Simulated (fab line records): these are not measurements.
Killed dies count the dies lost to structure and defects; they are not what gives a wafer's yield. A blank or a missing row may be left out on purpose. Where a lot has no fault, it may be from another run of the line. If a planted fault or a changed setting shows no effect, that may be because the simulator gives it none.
fab line records | flow sfq_line
record lots=5 | wafers=14 | last_day=83
route steps=325 shown M2@102 I2@103
lots untouched by any fault: they come from a run of this same line in which no faults occurred
start_h: the number of hours between the record's first day and the start of the first shown wafer of the lot | wait_h: hours since the lot's step before | " identical to the entry in the row above | L1.1+2: several wafers, shown together as one row | - value missing, or start not given | * or withheld: withheld | < > ~ a bound
route shown NAME@n: NAME is a module with steps in the file, n the number in the route of the first one | usual: mean/standard deviation taken from wafers without a fault | same: alike in all rows | chamber/n: place in a boat | sites: the reading at each site | _std_site: their standard deviation | _edge_site: outer sites' mean less inner sites' | radius_mm: how far each site lies from the wafer's centre | mask NAME#n: copy n | behind: the tool/chamber that last shaped the wafer | hold: what put the lot on hold/how long, in hours/how the hold closed | device: transistor that didn't switch, given as n, p or np | end of line: the tests these same wafers got at the end of their route | a step with no rows: only its recipe | killed: count of dies lost to structure and defects at first sort (not the wafer's yield) | map: the dies of a wafer, with x for killed, . for not killed, _ for no die there
set.NAME: the setting that was run; set.NAME@STEP: the one run at that earlier step | model.NAME: the simulator's own value behind a step, which no gauge read
certain route steps with their lots: each step a table, each wafer a row
services: when a tool's chamber went out of use (start_h, in hours from the record's first day, below 0 if earlier), for how many hours, and the reason
## steps
# step SFQ_TRILAYER_M2_STRIP_SOLV_CLEAN_062
# recipe chemistry=NMP | temp_c=70 | time_s=600
# step SFQ_TRILAYER_I2_DEP_PECVD_063
# recipe material=SiO2 | temp_c=150 | time_s=111.11 | pressure_torr=2.4 | rf_w=183.3 | precursor=SiH4/N2O | target_thk_nm=500
# usual heater_power_w=76/14 | throttle_valve_pct=24.0/1.2
lot.wafer | tool     | chamber | start_h | wait_h | heater_power_w | throttle_valve_pct
L721.2    | pecvd-01 | 2       | 512.09  | 0.0    | 62             | 27.0
L721.3    | "        | 1       | "       | "      | 83             | 23.6
L721.5    | "        | 1       | "       | "      | 67             | 23.6
L722.2    | pecvd-02 | 0       | 556.59  | 0.0    | 75             | 23.2
L722.4    | "        | 1       | "       | "      | 58             | 22.9
L722.6    | "        | 2       | "       | "      | 80             | 24.2
L724.2    | pecvd-01 | 1       | 614.82  | 0.0    | 76             | 22.3
L724.3    | "        | 2       | "       | "      | 58             | 23.8
L724.4    | "        | 2       | "       | "      | 58             | 23.9
L736.2    | pecvd-02 | 1       | 708.13  | 0.0    | 64             | 23.2
L736.5    | "        | 0       | "       | "      | 66             | 23.5
L740.1    | pecvd-02 | 1       | 739.75  | 0.0    | 65             | 23.2
L740.2    | "        | 0       | "       | "      | 69             | 23.5
L740.3    | "        | 2       | "       | "      | 85             | 24.9
# step SFQ_TRILAYER_I2_CMP_CMP_064
# recipe material=SiO2 | down_force_psi=3 | platen_rpm=60 | pad_velocity_m_s=0.94248
# usual motor_current_A=10.7/0.47 | retaining_ring_pressure_frac=0.999/0.0048 | time_to_endpoint_s=214/6.2
lot.wafer | tool   | chamber | start_h | wait_h | motor_current_A | retaining_ring_pressure_frac | time_to_endpoint_s
L721.2    | cmp-01 | 2       | 513.68  | 1.5    | 10.7            | 0.999                        | 219
L721.3    | "      | 3       | "       | "      | 10.6            | 0.994                        | 210
L721.5    | "      | 1       | 515.18  | 3.0    | 10.9            | 0.995                        | 220
L722.4    | cmp-01 | 1       | 561.09  | 4.4    | 11.0            | 1.003                        | 224
L722.2    | "      | 2       | "       | "      | 10.7            | 0.998                        | 214
L722.6    | "      | 0       | 562.59  | 5.9    | 11.1            | 1.002                        | 222
L724.3    | cmp-01 | 3       | 616.01  | 1.1    | 10.8            | 0.996                        | 209
L724.4    | "      | 0       | "       | "      | 11.2            | 0.993                        | 220
L724.2    | "      | 1       | "       | "      | 11.3            | 0.998                        | 217
L736.2    | cmp-02 | 2       | 711.10  | 2.9    | 11.7            | 1.005                        | 217
L736.5    | "      | 1       | 712.60  | 4.4    | 10.0            | 1.003                        | 219
L740.1    | cmp-01 | 2       | 740.43  | 0.6    | 10.5            | 1.001                        | 215
L740.2    | "      | 0       | 741.43  | 1.6    | 10.5            | 0.992                        | 219
L740.3    | "      | 1       | "       | "      | 10.9            | 1.000                        | 209
# step SFQ_I2_BOW_MEAS_917
# recipe mode=bow
# usual I2_BOW=2/8.4
lot.wafer | tool          | chamber | start_h | wait_h | I2_BOW[um]
L721.2    | film_metro-04 | -       | 515.70  | 1.5    | 3
L721.3    | "             | -       | "       | "      | -11
L721.5    | "             | -       | "       | "      | -16
L722.2    | film_metro-04 | -       | 563.11  | 1.0    | -10
L722.4    | "             | -       | "       | "      | -14
L722.6    | "             | -       | "       | "      | 6
L724.2    | film_metro-01 | -       | 618.53  | 1.0    | 4
L724.3    | "             | -       | "       | "      | -3
L724.4    | "             | -       | "       | "      | -10
L736.2    | film_metro-04 | -       | 713.12  | 1.5    | 17
L736.5    | "             | -       | "       | "      | 19
L740.1    | film_metro-04 | -       | 743.43  | 2.5    | 0
L740.2    | "             | -       | "       | "      | 8
L740.3    | "             | -       | "       | "      | 3
# step SFQ_TRILAYER_I2_METRO_MEASURE_065
# usual thk_nm=199.5/0.89
lot.wafer | tool          | chamber | start_h | wait_h | thk_nm
L721.2    | film_metro-04 | -       | 516.00  | 0.3    | 201.2
L721.3    | "             | -       | "       | "      | 198.2
L721.5    | "             | -       | "       | "      | 200.5
L722.2    | film_metro-04 | -       | 563.41  | 0.3    | 200.2
L722.4    | "             | -       | "       | "      | 200.3
L722.6    | "             | -       | "       | "      | 200.0
L724.2    | film_metro-01 | -       | 618.83  | 0.3    | 200.0
L724.3    | "             | -       | "       | "      | 199.1
L724.4    | "             | -       | "       | "      | 198.6
L736.2    | film_metro-04 | -       | 713.42  | 0.3    | 199.4
L736.5    | "             | -       | "       | "      | 201.9
L740.1    | film_metro-04 | -       | 743.55  | 0.1    | 198.1
L740.2    | "             | -       | "       | "      | 198.9
L740.3    | "             | -       | "       | "      | 199.3
# step SFQ_TRILAYER_I2_VIA_LITHO_COAT_072
# recipe resist=BARC | spin_rpm=3000 | resist_thk_nm=62
# step SFQ_TRILAYER_I2_VIA_LITHO_COAT_067
# recipe resist=KrF | spin_rpm=3000 | resist_thk_nm=650
# step SFQ_TRILAYER_I2_VIA_LITHO_SOFTBAKE_071
# recipe temp_c=withheld | time_s=withheld | resist=KrF
# step SFQ_TRILAYER_I2_VIA_LITHO_EXPOSE_068
# recipe mask_id=I2 | na=0.6 | source_shape=conventional | sigma_outer=0.65 | target_cd_nm=500 | dose_mj=21.3
# step SFQ_TRILAYER_I2_VIA_LITHO_PEB_070
# recipe peb_temp_c=115 | peb_time_s=60 | resist=KrF
# step SFQ_TRILAYER_I2_VIA_LITHO_DEVELOP_069
# recipe time_s=60 | resist=KrF
# step SFQ_I2_OVL_MEAS_918
# usual I2_OVL=-2/5.5
lot.wafer | tool       | chamber | start_h | wait_h | I2_OVL[nm]
L721.2    | overlay-02 | -       | 519.25  | 0.1    | -2
L721.3    | "          | -       | "       | "      | -3
L721.5    | "          | -       | "       | "      | -2
L722.2    | overlay-01 | -       | 566.79  | 0.1    | -6
L722.4    | "          | -       | "       | "      | -6
L722.6    | "          | -       | "       | "      | -8
L724.2    | overlay-01 | -       | 622.08  | 0.1    | -2
L724.3    | "          | -       | "       | "      | -9
L724.4    | "          | -       | "       | "      | 0
L736.2    | overlay-01 | -       | 717.27  | 0.1    | 0
L736.5    | "          | -       | "       | "      | -3
L740.1    | overlay-02 | -       | 750.75  | 0.1    | 8
L740.2    | "          | -       | "       | "      | 8
L740.3    | "          | -       | "       | "      | 9
# step SFQ_TRILAYER_I2_VIA_BARC_OPEN_VIA_ETCH_096
# recipe mask_material=PR | chemistry=O2 | target_depth_nm=125 | target=BARC | source_w=500 | bias_w=80 | pressure_mtorr=30 | time_s=41.7
# usual drypump_motor_current_A=5.7/0.38 | oes_product_au=0.685/0.0044
lot.wafer | tool        | chamber | start_h | wait_h | drypump_motor_current_A | oes_product_au | rf_hours_counter_h | model.KrF_of_TRILAYER_I2_VIA_LITHO_COAT_067.thk_nm
L721.2    | rie_diel-04 | 2       | 519.28  | 0.0    | 5.6                     | 0.686          | 5                  | 573.5
L721.3    | "           | 0       | "       | "      | 6.2                     | 0.675          | 18                 | 574.7
L721.5    | "           | 1       | "       | "      | 4.9                     | 0.688          | -                  | 572.3
L722.2    | rie_diel-01 | 2       | 566.82  | 0.0    | 5.7                     | 0.687          | 34                 | 571.5
L722.4    | "           | 0       | "       | "      | 5.8                     | 0.685          | -                  | 571.7
L722.6    | "           | 2       | "       | "      | 5.7                     | 0.688          | -                  | 572.2
L724.2    | rie_diel-03 | 1       | 622.11  | 0.0    | 5.6                     | 0.685          | 35                 | 570.4
L724.3    | "           | 2       | "       | "      | 5.4                     | 0.681          | 34                 | 574.2
L724.4    | "           | 0       | "       | "      | 6.3                     | 0.682          | 25                 | 573.1
L736.2    | rie_diel-03 | 0       | 717.30  | 0.0    | 6.3                     | 0.686          | 27                 | 574.9
L736.5    | "           | 2       | "       | "      | 5.5                     | 0.687          | -                  | 569.3
L740.1    | rie_diel-04 | 0       | 750.79  | 0.0    | 6.1                     | 0.688          | 22                 | 572.5
L740.2    | "           | 1       | "       | "      | 4.9                     | 0.689          | 10                 | 573.6
L740.3    | "           | 3       | "       | "      | 5.6                     | 0.681          | 12                 | 572.6
# step SFQ_TRILAYER_I2_VIA_ETCH_VIA_ETCH_070
# recipe target=SiO2 | stop_on=Nb | mask_material=PR | taper_deg=20 | chemistry=CHF3 | target_depth_nm=260 | source_w=500 | bias_w=80 | pressure_mtorr=30 | time_s=withheld
# usual drypump_motor_current_A=5.7/0.38 | oes_product_au=0.853/0.0048
lot.wafer | tool        | chamber | start_h | wait_h | drypump_motor_current_A | oes_product_au | model.KrF_of_TRILAYER_I2_VIA_LITHO_COAT_067.thk_nm
L721.2    | rie_diel-04 | 2       | 519.32  | 0.0    | 5.5                     | 0.852          | 528.2
L721.3    | "           | 0       | "       | "      | 6.1                     | 0.853          | 529.4
L721.5    | "           | 1       | "       | "      | 4.9                     | 0.861          | 527.4
L722.2    | rie_diel-01 | 2       | 566.86  | 0.0    | 5.7                     | 0.860          | 527.2
L722.4    | "           | 0       | "       | "      | 5.8                     | 0.852          | 526.8
L722.6    | "           | 2       | "       | "      | 5.7                     | 0.855          | 527.8
L724.2    | rie_diel-03 | 1       | 622.15  | 0.0    | 5.6                     | 0.855          | 525.1
L724.3    | "           | 2       | "       | "      | 5.4                     | 0.851          | 529.4
L724.4    | "           | 0       | "       | "      | 6.3                     | 0.852          | 528.6
L736.2    | rie_diel-03 | 0       | 717.34  | 0.0    | 6.4                     | 0.851          | 529.7
L736.5    | "           | 2       | "       | "      | 5.4                     | 0.855          | 524.9
L740.1    | rie_diel-04 | 0       | 750.83  | 0.0    | 6.2                     | 0.849          | 528.2
L740.2    | "           | 1       | "       | "      | 4.8                     | 0.850          | 529.5
L740.3    | "           | 3       | "       | "      | 5.6                     | 0.852          | 528
# step SFQ_TRILAYER_I2_VIA_STRIP_STRIP_071
# recipe gas=O2 | power_w=200 | platen_temp_c=40 | overash_fraction=0.65 | chemistry=O2 | pressure_mtorr=50
# usual drypump_motor_current_A=5.8/0.53 | he_backside_leak_sccm=3.5/0.36 | oes_product_au=1.000/0.0065
lot.wafer | tool         | chamber | start_h | wait_h | drypump_motor_current_A | he_backside_leak_sccm | oes_product_au | rf_hours_counter_h
L721.2    | rie_metal-04 | 0       | 519.44  | -      | 6.2                     | 3.1                   | 1.001          | 32
L721.3    | "            | 0       | "       | "      | 6.2                     | 3.3                   | 0.995          | -
L721.5    | "            | 1       | "       | "      | 5.3                     | 3.4                   | 1.017          | -
L722.2    | rie_metal-04 | 1       | 566.97  | -      | 5.3                     | 3.5                   | 1.017          | 40
L722.4    | "            | 1       | "       | "      | 5.3                     | 3.4                   | 1.001          | -
L722.6    | "            | 0       | "       | "      | 6.2                     | 3.3                   | 1.001          | -
L724.2    | rie_metal-03 | 0       | 622.26  | -      | 5.9                     | 3.4                   | 1.005          | 71
L724.3    | "            | 0       | "       | "      | 5.9                     | 3.4                   | 1.004          | -
L724.4    | "            | 1       | "       | "      | 5.0                     | 3.7                   | 0.999          | -
L736.2    | rie_metal-04 | 0       | 717.46  | -      | 6.2                     | 3.3                   | 0.994          | 59
L736.5    | "            | 1       | "       | "      | 5.3                     | 3.4                   | 1.003          | -
L740.1    | rie_metal-04 | 0       | 750.94  | -      | 6.2                     | 3.4                   | 0.993          | 64
L740.2    | "            | 1       | "       | "      | 5.3                     | 3.3                   | 1.002          | 68
L740.3    | "            | 0       | "       | "      | 6.2                     | 3.5                   | 0.999          | -
## services
tool          | chamber | start_h | hours | kind
pecvd-01      | -       | 495.28  | 1.4   | repair
cmp-01        | -       | 498.24  | 0.5   | repair
rie_diel-04   | 3       | 502.93  | 8.1   | repair
rie_metal-04  | -       | 507.70  | 0.7   | repair
rie_diel-04   | 1       | 509.50  | 6.1   | repair
rie_metal-04  | -       | 510.98  | 2.8   | pm
film_metro-04 | -       | 511.23  | 0.3   | pm
pecvd-02      | 0       | 533.08  | 10.5  | repair
rie_diel-03   | 3       | 538.67  | 9.7   | repair
cmp-01        | -       | 540.41  | 16.7  | pm
cmp-01        | -       | 572.02  | 1.1   | repair
cmp-01        | -       | 573.10  | 4.0   | pm
rie_diel-03   | -       | 577.37  | 28.1  | pm
film_metro-04 | -       | 578.81  | 2.9   | pm
rie_diel-03   | 0       | 607.03  | 4.9   | repair
cmp-01        | -       | 609.42  | 0.8   | repair
rie_metal-04  | -       | 621.53  | 0.4   | repair
rie_diel-03   | 1       | 623.21  | 5.5   | repair
rie_diel-03   | -       | 631.24  | 0.6   | repair
rie_diel-04   | -       | 635.44  | 1.0   | repair
film_metro-04 | -       | 683.31  | 1.5   | pm
rie_metal-04  | -       | 713.63  | 0.6   | repair
film_metro-04 | -       | 720.42  | 1.5   | pm
rie_diel-04   | 2       | 730.58  | 3.6   | repair
## key
first_sign none at tools or gauges
model_effect step=SFQ_TRILAYER_I2_VIA_BARC_OPEN_VIA_ETCH_096 | value=KrF_of_TRILAYER_I2_VIA_LITHO_COAT_067.thk_nm | without=571.8 | struck=574.9
model_effect step=SFQ_TRILAYER_I2_VIA_ETCH_VIA_ETCH_070 | value=KrF_of_TRILAYER_I2_VIA_LITHO_COAT_067.thk_nm | without=526.6 | struck=529.7
met_at SFQ_TRILAYER_I2_VIA_BARC_OPEN_VIA_ETCH_096
struck_wafers L736.2
onset_between 622.11 717.30
fault kind=process_parameter_drift | tool=rie_diel-03 | chamber=- | onset_h=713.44 | steps=SFQ_TRILAYER_I2_VIA_BARC_OPEN_VIA_ETCH_096 | channel=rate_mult | offset=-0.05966 | shape=step | end_h=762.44 | scope=struck_wafers_only
